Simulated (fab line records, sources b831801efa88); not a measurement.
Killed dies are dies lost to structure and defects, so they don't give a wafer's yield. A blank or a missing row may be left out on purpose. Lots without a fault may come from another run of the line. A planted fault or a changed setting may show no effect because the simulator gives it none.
Which tool did it? | flow sky130 | 12 lots, 36 wafers sampled, at 1 step of a route of 708

WHAT THE GAUGES READ, wafer by wafer
SKY_SD_N_OVL_MEAS_08.
lot  | measured     | on         | SD_N_OVL (nm)
L075 | day 28 14:26 | overlay-02 | -0.4 1.4 0.4
L077 | day 28 21:41 | overlay-01 | 1.0 1.8 0.4
L080 | day 30 00:23 | overlay-02 | 1.6 2.1 1.1
L081 | day 30 06:03 | overlay-02 | 0.5 -0.3 1.0
L083 | day 31 01:04 | overlay-01 | -1.4 -2.1 -1.6
L085 | day 32 02:43 | overlay-01 | -0.9 -0.1 -0.9
L087 | day 32 13:58 | overlay-01 | 1.9 1.9 2.2
L089 | day 32 22:38 | overlay-01 | -0.8 -0.9 -1.0
L091 | day 33 12:08 | overlay-01 | -0.2 0.1 -0.4
L093 | day 34 11:50 | overlay-02 | -0.1 0.2 0.4
L095 | day 34 19:56 | overlay-01 | -0.7 0.4 -1.0
L097 | day 35 09:53 | overlay-01 | -2.2 -2.5 0.2

WHICH TOOL RAN EACH LOT (tool, then ch and the chambers of the sampled wafers, then the start)
The record holds no process step before these readings.

THE ANSWER, worked out from the rows above alone
Rule: what is usual is taken from the lots themselves. Put in order of their means at a reading, lots are off if they are a third of the lots or fewer, leave a main group of 4 or more, and stand apart from it by a gap of 3 or more times the standard deviation of the main group's means; of several such gaps the widest counts. A main group whose means are all the same, to the digits that the tables above print for the reading, isn't used. A lot without any number at a reading at which 4 lots or more have one is off too. The other lots that the step has rows for count as sound.
No lot is off at any reading shown: from this, nothing can be told.

WHAT THE SIMULATOR HAD PUT IN
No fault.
